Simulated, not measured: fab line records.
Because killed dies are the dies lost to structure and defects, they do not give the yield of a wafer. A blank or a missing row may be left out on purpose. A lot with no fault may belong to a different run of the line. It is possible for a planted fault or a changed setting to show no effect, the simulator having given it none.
fab line records	flow sky130
record lots=7	wafers=21	last-day=50
route steps=708 shown FIELD_ISO@13 PAD_OPEN@708
lots with no fault: from the same line, run without faults
start-h: hours from the record's first day to the start of the lot's first wafer shown	wait-h: hours since the lot's step before	" same as the row above	L1.1+2: a row that stands for several wafers	- no value, or no start given	* or withheld: withheld	< > ~ a bound
route shown NAME@n: NAME is a module with steps in the file, n the number in the route of the first one	usual: mean/standard deviation of fault-free wafers	same: alike in all rows	chamber/n: place in a boat	sites: readings site by site	_std_site: standard deviation across them	_edge_site: the outer-site mean with the inner-site mean subtracted	radius-mm: how far each site lies from the wafer's centre	mask NAME#n: copy n	behind: the last tool/chamber to shape the wafer	hold: what put the lot on hold/how long, in hours/how the hold closed	device: whichever transistor did not switch (one of n, p or np)	end of line: at the end of the route, the tests of the same wafers	a step given without rows: its recipe and nothing more	killed: at the first sort, the dies lost to defects and structure; wafer yield is something else	map: the dies of a wafer, with x for killed, . for not killed, _ for no die there
set.NAME: the run value of the setting; set.NAME@STEP: its run value at that earlier step	model.NAME: the simulator's own value behind a step, which no gauge read
lots at selected steps of the route; one table per step, one row per wafer
services: the hour from which a tool's chamber was out of use, counted from the record's first day as start-h (under 0 if before that day), plus the number of hours and why
## steps
# step SKY_FIELD_ISO_DEVELOP_12
# recipe develop-time-s=60	resist=KrF-thick	dev-temp-c=21
# step SKY_FIELD_ISO_CD_MEAS_13
# recipe target-cd-nm=150
# usual cd-nm=150.4/1.8
lot.wafer	tool	chamber	start-h	wait-h	cd-nm
L351.1	cd-sem-02	-	27.41	-	153.3
L351.5	"	-	"	"	152.9
L351.6	"	-	"	"	153.9
L357.2	cd-sem-02	-	61.11	-	149.8
L357.4	"	-	"	"	149.9
L357.6	"	-	"	"	150.5
L364.2	cd-sem-02	-	96.33	-	151.7
L364.3	"	-	"	"	151.1
L364.5	"	-	"	"	151.3
L366.2	cd-sem-01	-	106.81	-	152.1
L366.3	"	-	"	"	151.2
L366.5	"	-	"	"	152.5
L367.1	cd-sem-02	-	112.76	-	149.1
L367.4	"	-	"	"	147.3
L367.5	"	-	"	"	149.6
L368.1	cd-sem-01	-	119.09	-	148.0
L368.4	"	-	"	"	148.5
L368.6	"	-	"	"	147.8
L373.2	cd-sem-02	-	143.18	-	149.3
L373.5	"	-	"	"	150.4
L373.6	"	-	"	"	151.5
# step SKY_FIELD_ISO_ETCH_14
# recipe chemistry=N2/H2	target=BARC	ion-energy-ev=200	source-w=500	bias-w=100	pressure-mtorr=30	n2-flow-sccm=100	h2-flow-sccm=200	stop-on=SiO2	time-s=45.9	target-depth-a=600
# usual chamber-pressure-mTorr=30.000/0.026	drypump-motor-current-A=5.5/0.47	oes-product-au=0.856/0.0044	throttle-valve-pct=13.224/0.0088
lot.wafer	tool	chamber	start-h	wait-h	chamber-pressure-mTorr	drypump-motor-current-A	oes-product-au	rf-hours-counter-h	throttle-valve-pct
L351.1	rie-diel-03	1	27.53	0.1	29.966	4.8	0.858	3	13.223
L351.5	"	2	"	"	30.031	6.1	0.860	-	13.232
L351.6	"	3	"	"	30.020	5.4	0.859	-	13.236
L357.2	rie-diel-04	3	61.21	0.1	29.974	5.5	0.854	64	13.226
L357.4	"	2	"	"	30.018	5.1	0.847	136	13.201
L357.6	"	0	"	"	30.018	5.0	0.865	-	13.215
L364.2	rie-diel-04	0	96.43	0.1	29.979	5.0	0.853	58	13.215
L364.3	"	3	"	"	29.962	5.4	0.853	65	13.221
L364.5	"	3	"	"	30.032	5.4	0.854	-	13.226
L366.2	rie-diel-04	3	106.91	0.1	30.043	5.5	0.855	65	13.237
L366.3	"	2	"	"	30.011	5.1	0.859	137	13.233
L366.5	"	3	"	"	30.016	5.5	0.856	-	13.224
L367.1	rie-diel-04	1	112.88	0.1	29.962	6.3	0.857	13	13.235
L367.4	"	3	"	"	29.996	5.5	0.849	65	13.220
L367.5	"	2	"	"	29.986	5.1	0.854	-	13.220
L368.1	rie-diel-03	2	119.21	0.1	30.005	6.1	0.853	87	13.225
L368.4	"	3	"	"	30.012	5.4	0.863	63	13.227
L368.6	"	0	"	"	29.984	6.2	0.862	-	13.219
L373.2	rie-diel-03	3	143.28	0.1	30.017	5.4	0.853	64	13.213
L373.5	"	2	"	"	30.007	6.1	0.859	-	13.222
L373.6	"	1	"	"	29.988	4.8	0.852	-	13.211
# step SKY_FIELD_ISO_ETCH_15
# recipe chemistry=CHF3/O2	target-depth-nm=180	stop-on=Si	source-w=600	bias-w=200	pressure-mtorr=40	chf3-flow-sccm=50	O2_flow_sccm=5	time-s=72
# usual O2_flow_sccm=5.002/0.015	chamber-pressure-mTorr=40.00/0.035	drypump-motor-current-A=5.5/0.47	oes-product-au=0.891/0.007	throttle-valve-pct=8.828/0.009
lot.wafer	tool	chamber	start-h	wait-h	O2_flow_sccm	chamber-pressure-mTorr	drypump-motor-current-A	oes-product-au	rf-hours-counter-h	throttle-valve-pct
L351.1	rie-diel-03	1	27.58	0.0	5.000	39.96	4.8	0.880	3	8.841
L351.5	"	2	"	"	5.001	39.94	6.1	0.889	-	8.824
L351.6	"	3	"	"	5.028	39.99	5.4	0.888	-	8.822
L357.2	rie-diel-04	3	61.25	0.0	4.994	39.98	5.4	0.890	64	8.824
L357.4	"	2	"	"	4.999	39.94	5.1	0.892	136	8.836
L357.6	"	0	"	"	4.993	40.07	5.0	0.902	-	8.833
L364.2	rie-diel-04	0	96.48	0.0	5.002	40.04	5.0	0.907	58	8.845
L364.3	"	3	"	"	4.999	40.00	5.4	0.899	65	8.846
L364.5	"	3	"	"	5.006	40.04	5.4	0.903	-	8.820
L366.2	rie-diel-04	3	106.95	0.0	5.009	40.00	5.4	0.880	65	8.841
L366.3	"	2	"	"	4.995	40.02	5.1	0.888	137	8.822
L366.5	"	3	"	"	5.020	40.01	5.4	0.900	-	8.825
L367.1	rie-diel-04	1	112.93	0.0	5.004	40.01	6.3	0.894	13	8.839
L367.4	"	3	"	"	5.032	40.00	5.4	0.891	65	8.818
L367.5	"	2	"	"	4.998	39.97	5.1	0.903	-	8.822
L368.1	rie-diel-03	2	119.25	0.0	5.045	40.03	6.1	0.901	87	8.837
L368.4	"	3	"	"	4.994	40.07	5.3	0.892	63	8.837
L368.6	"	0	"	"	4.998	39.99	6.2	0.891	-	8.836
L373.2	rie-diel-03	3	143.33	0.0	4.998	40.03	5.3	0.883	64	8.834
L373.5	"	2	"	"	5.007	39.98	6.1	0.901	-	8.832
L373.6	"	1	"	"	4.984	40.00	4.8	0.898	-	8.836
# step SKY_FIELD_ISO_STRIP_16
# recipe chemistry=O2/N2	power-w=1400	pressure-mtorr=1500	platen-temp-c=withheld	o2-flow-sccm=3000	n2-flow-sccm=300	overash-fraction=0.5
# usual chamber-pressure-mTorr=1500.1/1.5	drypump-motor-current-A=5.4/0.58	oes-product-au=0.378/0.0045	strip-time-to-endpoint-s=3.54/0.036
lot.wafer	tool	chamber	start-h	wait-h	chamber-pressure-mTorr	drypump-motor-current-A	oes-product-au	rf-hours-counter-h	strip-time-to-endpoint-s
L351.1	plasma-asher-01	0	27.63	0.0	1498.2	4.8	0.379	36	3.57
L351.5	"	1	"	"	1499.5	5.0	0.380	-	3.50
L351.6	"	0	"	"	1499.4	4.8	0.375	-	3.57
L357.2	plasma-asher-03	1	61.31	0.0	1501.6	6.0	0.383	25	3.53
L357.4	"	1	"	"	1503.0	6.0	0.375	-	3.51
L357.6	"	1	"	"	1499.8	6.0	0.377	-	3.54
L364.2	plasma-asher-03	0	96.53	0.0	1499.8	6.0	0.382	29	3.54
L364.3	"	1	"	"	1498.7	6.0	0.377	-	3.54
L364.5	"	0	"	"	1498.6	6.0	0.378	-	3.56
L366.2	plasma-asher-03	1	107.01	0.0	1501.1	6.0	0.382	30	3.55
L366.3	"	0	"	"	1502.2	6.0	0.374	-	3.48
L366.5	"	1	"	"	1498.8	6.0	0.378	-	3.56
L367.1	plasma-asher-01	0	112.98	0.0	1500.5	4.8	0.385	44	3.43
L367.4	"	1	"	"	1500.5	5.0	0.380	-	3.55
L367.5	"	1	"	"	1498.1	5.0	0.370	-	3.48
L368.1	plasma-asher-01	1	119.31	0.0	1502.5	5.0	0.386	45	3.56
L368.4	"	1	"	"	1500.7	5.0	0.375	-	3.58
L368.6	"	1	"	"	1500.3	5.0	0.379	-	3.61
L373.2	plasma-asher-01	1	143.38	0.0	1500.1	5.0	0.375	48	3.57
L373.5	"	1	"	"	1499.6	5.0	0.378	-	3.51
L373.6	"	0	"	"	1502.0	4.8	0.377	-	3.57
# step SKY_FIELD_ISO_ETCH_17
# recipe target-depth-a=3420	mask-material=Si3N4	chemistry=HBr/Cl2/O2	target=Si	taper-deg=5	icp-w=600	bias-w=150	pressure-mtorr=15	HBr_flow_sccm=150	Cl2_flow_sccm=40	O2_flow_sccm=6	time-s=97.7
# usual O2_flow_sccm=5.997/0.017	chamber-pressure-mTorr=14.999/0.014	drypump-motor-current-A=5.9/0.6	mfc-cl2-sccm=40.01/0.13	oes-product-au=0.998/0.013	throttle-valve-pct=25.658/0.011
lot.wafer	tool	chamber	start-h	wait-h	O2_flow_sccm	chamber-pressure-mTorr	drypump-motor-current-A	mfc-cl2-sccm	oes-product-au	rf-hours-counter-h	throttle-valve-pct
L351.1	rie-si-02	3	27.73	0.1	6.016	15.014	5.1	39.96	1.020	79	25.660
L351.5	"	2	"	"	6.004	15.013	6.1	39.87	1.001	-	25.657
L351.6	"	3	"	"	5.996	15.006	5.0	40.15	1.005	-	25.661
L357.2	rie-si-01	2	61.41	0.1	5.976	15.015	6.6	40.09	0.994	141	25.667
L357.4	"	0	"	"	6.004	15.021	6.2	40.17	1.011	0	25.654
L357.6	"	3	"	"	6.010	15.004	5.9	40.21	0.984	-	25.668
L364.2	rie-si-02	0	96.63	0.1	6.001	15.003	6.4	39.98	0.990	2	25.657
L364.3	"	2	"	"	5.993	15.015	6.1	39.95	1.011	76	25.654
L364.5	"	1	"	"	5.948	14.995	4.9	40.02	0.994	-	25.669
L366.2	rie-si-01	1	107.11	0.1	6.004	14.999	6.2	39.98	1.000	28	25.657
L366.3	"	3	"	"	5.990	15.014	5.9	40.01	0.972	1	25.679
L366.5	"	3	"	"	6.014	14.989	5.9	39.95	0.985	-	25.660
L367.1	rie-si-02	0	113.08	0.1	5.995	15.026	6.4	40.12	0.986	2	25.656
L367.4	"	3	"	"	6.013	14.973	5.1	39.98	1.020	80	25.642
L367.5	"	3	"	"	6.005	14.995	5.1	40.15	1.019	-	25.650
L368.1	rie-si-01	2	119.41	0.1	6.001	14.993	6.6	40.12	0.996	141	25.645
L368.4	"	3	"	"	6.008	15.003	5.9	40.22	0.986	2	25.658
L368.6	"	1	"	"	5.981	15.024	6.2	39.94	0.994	-	25.657
L373.2	rie-si-02	3	143.48	0.1	5.980	14.986	5.1	39.85	1.017	80	25.651
L373.5	"	0	"	"	6.030	14.993	6.4	40.15	0.987	-	25.665
L373.6	"	1	"	"	6.022	14.983	4.9	40.01	0.989	-	25.679
# step SKY_FIELD_ISO_WET_ETCH_18
# recipe chemistry=H3PO4	target-depth-nm=25	temp-c=160	target=Si3N4	time-s=286
# step SKY_FIELD_ISO_CLEAN_19
# recipe chemistry=SC1/SC2	mix=1:4:20	temp-c=70	time-s=150
# step SKY_FIELD_ISO_CLEAN_20
# recipe chemistry=dHF	time-s=20	dilution=100:1
# step SKY_FIELD_ISO_WET_ETCH_21
# recipe chemistry=dHF	dilution=100:1	target-depth-nm=20	dry=ipa-marangoni	target=SiO2	temp-c=25	time-s=400
# step SKY_FIELD_ISO_OXIDATION_22
# recipe temp-c=950	ambient=O2	stabilise-s=600	purge-s=300	target-thk-a=100	ox-time-s=623
# step SKY_FIELD_ISO_THK_MEAS_23
# recipe reads=SiO2_of_FIELD_ISO_OXIDATION_22
# usual FIELD_ISO_OXIDATION_01_THK=10.08/0.16
lot.wafer	tool	chamber	start-h	wait-h	FIELD_ISO_OXIDATION_01_THK[nm]
L351.1	film-metro-02	-	29.40	0.0	10.14
L351.5	"	-	"	"	10.23
L351.6	"	-	"	"	10.07
L357.2	film-metro-02	-	63.32	0.0	10.09
L357.4	"	-	"	"	10.04
L357.6	"	-	"	"	10.07
L364.2	film-metro-02	-	100.10	0.0	10.19
L364.3	"	-	"	"	10.03
L364.5	"	-	"	"	10.08
L366.2	film-metro-02	-	108.63	0.0	9.99
L366.3	"	-	"	"	10.00
L366.5	"	-	"	"	9.80
L367.1	film-metro-03	-	115.18	0.0	10.14
L367.4	"	-	"	"	10.23
L367.5	"	-	"	"	10.20
L368.1	film-metro-01	-	121.17	0.0	10.25
L368.4	"	-	"	"	10.12
L368.6	"	-	"	"	10.29
L373.2	film-metro-02	-	145.66	0.0	10.40
L373.5	"	-	"	"	10.42
L373.6	"	-	"	"	10.51
# step SKY_FIELD_ISO_CVD_24
# recipe material=SiO2	target-thk-nm=595	temp-c=650	sigma-open-frac=0.3	time-s=99.2	sih4-flow-sccm=60	pressure-mtorr=6
# usual susceptor-temp-C=650.0/0.3
lot.wafer	tool	chamber	start-h	wait-h	susceptor-temp-C	model.SiO2_of_FIELD_ISO_CVD_24.thk-nm
L351.1	hdpcvd-02	2	29.46	0.1	649.9	601.9
L351.5	"	1	"	"	650.3	598
L351.6	"	2	"	"	650.5	599.1
L357.2	hdpcvd-02	0	63.37	0.0	650.0	608.5
L357.4	"	2	"	"	649.9	608.1
L357.6	"	0	"	"	649.9	609.4
L364.2	hdpcvd-02	2	100.15	0.0	649.8	606.4
L364.3	"	1	"	"	650.9	607.5
L364.5	"	0	"	"	649.8	878.2
L366.2	hdpcvd-02	2	108.68	0.0	650.1	599
L366.3	"	0	"	"	650.2	879.6
L366.5	"	1	"	"	649.7	608
L367.1	hdpcvd-02	0	115.24	0.1	650.4	871.5
L367.4	"	1	"	"	650.0	597
L367.5	"	2	"	"	650.1	601.1
L368.1	hdpcvd-01	0	121.23	0.1	650.2	597.3
L368.4	"	1	"	"	649.7	587.3
L368.6	"	0	"	"	650.0	590.6
L373.2	hdpcvd-01	0	145.71	0.0	649.6	586.1
L373.5	"	1	"	"	649.8	576.3
L373.6	"	2	"	"	650.1	589.7
# step SKY_FIELD_ISO_THK_MEAS_25
# recipe reads=SiO2_of_FIELD_ISO_CVD_24
# usual FIELD_ISO_CVD_24_THK=594/7.1
lot.wafer	tool	chamber	start-h	wait-h	FIELD_ISO_CVD_24_THK[nm]
L351.1	film-metro-01	-	29.56	0.1	602
L351.5	"	-	"	"	598
L351.6	"	-	"	"	599
L357.2	film-metro-03	-	63.45	0.0	609
L357.4	"	-	"	"	608
L357.6	"	-	"	"	610
L364.2	film-metro-03	-	100.23	0.0	606
L364.3	"	-	"	"	607
L364.5	"	-	"	"	879
L366.2	film-metro-03	-	108.76	0.0	599
L366.3	"	-	"	"	880
L366.5	"	-	"	"	608
L367.1	film-metro-01	-	115.32	0.0	872
L367.4	"	-	"	"	597
L367.5	"	-	"	"	601
L368.1	film-metro-02	-	121.30	0.0	598
L368.4	"	-	"	"	587
L368.6	"	-	"	"	590
L373.2	film-metro-03	-	145.79	0.0	587
L373.5	"	-	"	"	577
L373.6	"	-	"	"	590
# step SKY_FIELD_ISO_ANNEAL_26
# recipe temp-c=1000	time-s=1800	ambient=N2
# step SKY_FIELD_ISO_CMP_27
# recipe stop-on=Si3N4	t-overpolish-s=16	down-force-psi=4	platen-rpm=60	target-thk-nm=457.8	pad-velocity-m-s=0.94248
# usual edge-zone-pressure-frac=1.000/0.0049	motor-current-A=11.6/1.2	time-to-endpoint-s=112/3.5
lot.wafer	tool	chamber	start-h	wait-h	edge-zone-pressure-frac	motor-current-A	time-to-endpoint-s
L351.1	cmp-02	3	31.22	0.1	1.003	11.1	116
L351.5	"	3	"	"	0.999	11.3	116
L351.6	"	0	"	"	0.996	11.7	116
L357.2	cmp-01	3	65.12	0.1	1.011	13.1	115
L357.4	"	2	"	"	0.995	10.8	112
L357.6	"	3	"	"	0.998	12.9	111
L364.3	cmp-02	1	102.48	0.1	0.997	11.8	115
L364.2	"	2	"	"	1.008	10.1	116
L364.5	"	3	"	"	1.004	11.4	167
L366.2	cmp-02	0	110.31	0.0	0.999	11.6	117
L366.3	"	2	"	"	1.001	10.3	163
L366.5	"	0	"	"	0.995	11.0	115
L367.1	cmp-01	0	118.22	0.0	0.996	10.3	164
L367.4	"	2	"	"	0.994	11.1	108
L367.5	"	1	"	"	1.000	14.0	112
L368.1	cmp-01	3	124.17	0.0	1.000	13.4	110
L368.4	"	0	"	"	0.998	10.8	109
L368.6	"	3	"	"	0.991	12.5	109
L373.2	cmp-01	0	148.44	0.0	0.998	10.6	112
L373.6	"	0	"	"	1.006	11.1	114
L373.5	"	1	"	"	1.001	14.4	110
# step SKY_FIELD_ISO_WET_ETCH_28
# recipe chemistry=dHF	target-depth-nm=23.7	target=SiO2	dilution=10:1	temp-c=25	time-s=47
# step SKY_PAD_OPEN_PROBE_99
# usual killed_at_M0_to_M3=42/7.6	killed_at_M4_up=3.4/2	killed-at-contacts=24/5.9	killed-at-front-end=16/4.5	killed-at-other=0.4/0.58	killed-dies=86/10	killed-open=47/7.6	killed-short=39/6.7
# same gross-dies=492	killed-at-back-side=0
lot.wafer	tool	chamber	start-h	wait-h	killed_at_M0_to_M3	killed_at_M4_up	killed-at-contacts	killed-at-front-end	killed-at-other	killed-dies	killed-open	killed-short
L351.1	prober-02	-	1070.13	0.1	45	2	20	13	1	81	54	27
L351.5	prober-02	-	1070.33	0.2	47	1	23	12	3	86	51	31
L351.6	prober-02	-	1070.38	0.2	32	0	22	9	1	64	34	29
L357.2	prober-02	-	1110.89	0.1	45	3	37	14	1	100	63	36
L357.4	prober-02	-	1110.99	0.2	41	4	34	6	1	86	49	37
L357.6	prober-02	-	1111.09	0.2	31	2	31	19	1	84	44	38
L364.2	prober-02	-	1151.03	0.1	47	4	24	13	0	88	38	50
L364.3	prober-02	-	1151.08	0.2	35	9	25	17	0	86	47	39
L364.5	prober-02	-	1151.18	0.2	37	6	29	18	0	90	54	36
L366.2	prober-02	-	1166.73	0.1	52	9	23	13	0	97	52	45
L366.3	prober-02	-	1166.78	0.2	40	5	25	15	2	87	44	42
L366.5	prober-02	-	1166.88	0.2	51	5	22	21	0	99	52	47
L367.1	prober-02	-	1168.93	0.1	45	2	22	11	0	80	49	31
L367.4	prober-02	-	1169.08	0.2	57	7	25	16	0	105	54	51
L367.5	prober-02	-	1169.13	0.2	37	2	28	12	0	79	47	32
L368.1	prober-02	-	1173.68	0.1	41	4	23	16	0	84	50	33
L368.4	prober-02	-	1173.83	0.2	47	5	28	11	1	92	44	46
L368.6	prober-02	-	1173.93	0.2	42	11	30	16	0	99	48	51
L373.2	prober-02	-	1195.68	0.1	26	4	14	17	1	62	31	31
L373.5	prober-02	-	1195.83	0.2	48	2	31	10	1	92	50	41
L373.6	prober-02	-	1195.88	0.2	30	6	32	13	0	81	42	39
# killed by level:class
L351.1 VIA1:geometric-particle:open=16 VIA3:geometric-particle:open=9 LI_CONTACT:geometric-particle:open=7 CONTACT:geometric-particle:open=5 VIA2:geometric-particle:open=5 FIELD_ISO:geometric-particle:short=4 FIELD_ISO:geometric-particle:open=4 CONTACT:geometric-particle:short=4
L351.5 VIA1:geometric-particle:open=9 CONTACT:geometric-particle:open=9 VIA3:geometric-particle:open=8 VIA2:geometric-particle:open=6 LI_CONTACT:geometric-particle:open=5 VIA1:geometric-particle:short=5 CONTACT:geometric-particle:short=4 METAL1:geometric-particle:short=4
L351.6 VIA2:geometric-particle:open=7 CONTACT:geometric-particle:open=6 LI_CONTACT:geometric-particle:open=5 FIELD_ISO:geometric-particle:open=4 LOCAL_INTERCONNECT:geometric-particle:short=4 METAL2:geometric-particle:short=4 VIA3:geometric-particle:open=4 POLY_GATE:geometric-particle:short=3
L357.2 CONTACT:geometric-particle:open=17 VIA1:geometric-particle:open=11 VIA2:geometric-particle:open=9 LI_CONTACT:geometric-particle:open=7 VIA3:geometric-particle:open=7 CONTACT:geometric-particle:short=5 METAL2:geometric-particle:open=4 METAL2:geometric-particle:short=4
L357.4 CONTACT:geometric-particle:open=18 METAL2:geometric-particle:short=7 VIA1:geometric-particle:open=7 LI_CONTACT:geometric-particle:open=6 CONTACT:geometric-particle:short=6 VIA3:geometric-particle:open=6 VIA1:geometric-particle:short=4 METAL1:geometric-particle:short=4
L357.6 CONTACT:geometric-particle:open=12 FIELD_ISO:geometric-particle:open=8 FIELD_ISO:geometric-particle:short=7 VIA1:geometric-particle:open=7 LI_CONTACT:geometric-particle:open=6 VIA1:geometric-particle:short=5 LI_CONTACT:geometric-particle:short=4 LOCAL_INTERCONNECT:geometric-particle:short=4
L364.2 VIA2:geometric-particle:open=9 VIA1:geometric-particle:open=9 VIA1:geometric-particle:short=8 METAL2:geometric-particle:short=8 LOCAL_INTERCONNECT:geometric-particle:short=7 LI_CONTACT:geometric-particle:open=6 FIELD_ISO:geometric-particle:short=5 METAL1:geometric-particle:short=5
L364.3 CONTACT:geometric-particle:open=12 VIA1:geometric-particle:open=9 VIA3:geometric-particle:open=7 POLY_GATE:geometric-particle:short=6 LI_CONTACT:geometric-particle:open=6 METAL4:geometric-particle:short=6 FIELD_ISO:geometric-particle:open=4 METAL2:geometric-particle:short=4
L364.5 CONTACT:geometric-particle:open=14 VIA1:geometric-particle:open=10 VIA2:geometric-particle:open=9 CONTACT:geometric-particle:short=7 VIA3:geometric-particle:open=6 POLY_GATE:geometric-particle:short=4 VIA1:geometric-particle:short=4 METAL4:geometric-particle:short=4
L366.2 VIA1:geometric-particle:open=13 CONTACT:geometric-particle:open=10 VIA2:geometric-particle:open=8 VIA3:geometric-particle:open=7 VIA1:geometric-particle:short=6 METAL4:geometric-particle:short=6 FIELD_ISO:geometric-particle:short=5 METAL2:geometric-particle:short=5
L366.3 VIA1:geometric-particle:open=13 CONTACT:geometric-particle:open=13 POLY_GATE:geometric-particle:short=7 LI_CONTACT:geometric-particle:open=7 METAL2:geometric-particle:short=7 FIELD_ISO:geometric-particle:short=6 VIA1:geometric-particle:short=5 VIA3:geometric-particle:open=4
L366.5 VIA3:geometric-particle:open=11 VIA1:geometric-particle:open=11 VIA1:geometric-particle:short=11 FIELD_ISO:geometric-particle:short=9 CONTACT:geometric-particle:open=8 LI_CONTACT:geometric-particle:open=6 VIA3:geometric-particle:short=5 FIELD_ISO:geometric-particle:open=4
L367.1 VIA3:geometric-particle:open=10 VIA1:geometric-particle:open=10 CONTACT:geometric-particle:open=8 LI_CONTACT:geometric-particle:open=7 VIA1:geometric-particle:short=5 METAL2:geometric-particle:short=5 VIA2:geometric-particle:open=5 POLY_GATE:geometric-particle:short=4
L367.4 VIA1:geometric-particle:open=12 VIA1:geometric-particle:short=9 VIA3:geometric-particle:open=9 CONTACT:geometric-particle:open=8 LI_CONTACT:geometric-particle:open=6 CONTACT:geometric-particle:short=5 METAL2:geometric-particle:short=5 VIA3:geometric-particle:short=5
L367.5 LI_CONTACT:geometric-particle:open=11 CONTACT:geometric-particle:open=9 VIA3:geometric-particle:open=6 METAL1:geometric-particle:short=5 VIA1:geometric-particle:open=5 FIELD_ISO:geometric-particle:short=4 FIELD_ISO:geometric-particle:open=4 VIA1:geometric-particle:short=4
L368.1 VIA1:geometric-particle:open=11 LI_CONTACT:geometric-particle:open=9 CONTACT:geometric-particle:open=8 METAL2:geometric-particle:short=6 VIA2:geometric-particle:open=6 METAL1:geometric-particle:short=5 POLY_GATE:geometric-particle:open=5 POLY_GATE:geometric-particle:short=5
L368.4 METAL2:geometric-particle:short=10 CONTACT:geometric-particle:open=8 VIA1:geometric-particle:open=8 LI_CONTACT:geometric-particle:open=7 LOCAL_INTERCONNECT:geometric-particle:short=7 VIA1:geometric-particle:short=6 VIA3:geometric-particle:short=5 METAL2:geometric-particle:open=4
L368.6 CONTACT:geometric-particle:open=11 VIA2:geometric-particle:open=9 METAL4:geometric-particle:short=7 POLY_GATE:geometric-particle:short=6 LI_CONTACT:geometric-particle:open=6 CONTACT:geometric-particle:short=6 VIA1:geometric-particle:open=6 LI_CONTACT:geometric-particle:short=5
L373.2 LI_CONTACT:geometric-particle:open=8 METAL1:geometric-particle:short=5 FIELD_ISO:geometric-particle:short=4 POLY_GATE:geometric-particle:short=4 POLY_GATE:geometric-particle:open=4 VIA3:geometric-particle:open=4 METAL4:geometric-particle:short=4 CONTACT:geometric-particle:open=3
L373.5 VIA3:geometric-particle:open=10 CONTACT:geometric-particle:open=9 LI_CONTACT:geometric-particle:open=8 METAL1:geometric-particle:short=8 VIA1:geometric-particle:open=7 CONTACT:geometric-particle:short=6 LOCAL_INTERCONNECT:geometric-particle:short=6 VIA2:geometric-particle:open=5
L373.6 CONTACT:geometric-particle:short=9 LI_CONTACT:geometric-particle:open=8 POLY_GATE:geometric-particle:open=7 CONTACT:geometric-particle:open=7 VIA3:geometric-particle:open=6 LOCAL_INTERCONNECT:geometric-particle:short=6 METAL1:geometric-particle:short=6 METAL4:geometric-particle:short=4
## services
tool	chamber	start-h	hours	kind
plasma-asher-03	-	9.08	2.8	pm
cmp-01	-	16.17	1.8	repair
rie-diel-04	0	17.20	11.4	repair
rie-si-01	-	18.63	2.8	pm
cmp-01	-	26.02	9.6	pm
hdpcvd-02	0	27.68	5.7	repair
hdpcvd-01	1	31.33	3.7	repair
cmp-01	-	39.89	2.5	repair
cmp-01	-	41.39	4.1	repair
plasma-asher-03	-	42.69	2.0	repair
cmp-02	-	45.52	5.4	pm
rie-diel-03	-	47.76	2.4	repair
cmp-01	-	51.55	2.7	repair
cmp-02	-	64.26	4.0	pm
hdpcvd-02	-	66.75	15.0	pm
cmp-01	-	87.36	23.5	repair
rie-diel-04	2	92.82	2.4	repair
rie-diel-04	1	101.11	8.1	repair
rie-si-02	1	121.89	13.0	repair
cmp-02	-	123.07	5.2	pm
plasma-asher-03	-	124.72	0.8	repair
cmp-01	-	128.67	4.1	pm
cmp-01	-	133.89	2.6	repair
rie-si-02	2	135.27	13.9	repair
## key
first-sign step=SKY_FIELD_ISO_THK_MEAS_25	reading=FIELD_ISO_CVD_24_THK	direction=up	sigmas=40	usual=594	struck=877
effect step=SKY_FIELD_ISO_CMP_27	reading=time-to-endpoint-s	direction=up	sigmas=15	usual=*	struck=*
model-effect step=SKY_FIELD_ISO_CVD_24	value=SiO2_of_FIELD_ISO_CVD_24.thk-nm	without=593.8	struck=876.4
met-at SKY_FIELD_ISO_CVD_24
struck-wafers L364.5,L366.3,L367.1
tester-left-out L364,L366,L367
onset-between 63.37 100.15
fault kind=process-parameter-drift	tool=hdpcvd-02	chamber=0	onset-h=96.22	steps=SKY_FIELD_ISO_CVD_24	channel=target-thk-nm	offset=282.62	shape=step	end-h=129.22	acts-in=these-recipes-only	stated=595
# tester-left-out: of these lots the tester's yield and bins aren't shown, on N5 and GAA mostly nor the transistor test; their killed dies are dies lost to structure and defects alone, not to doping, threshold or leakage, so they don't give the yield
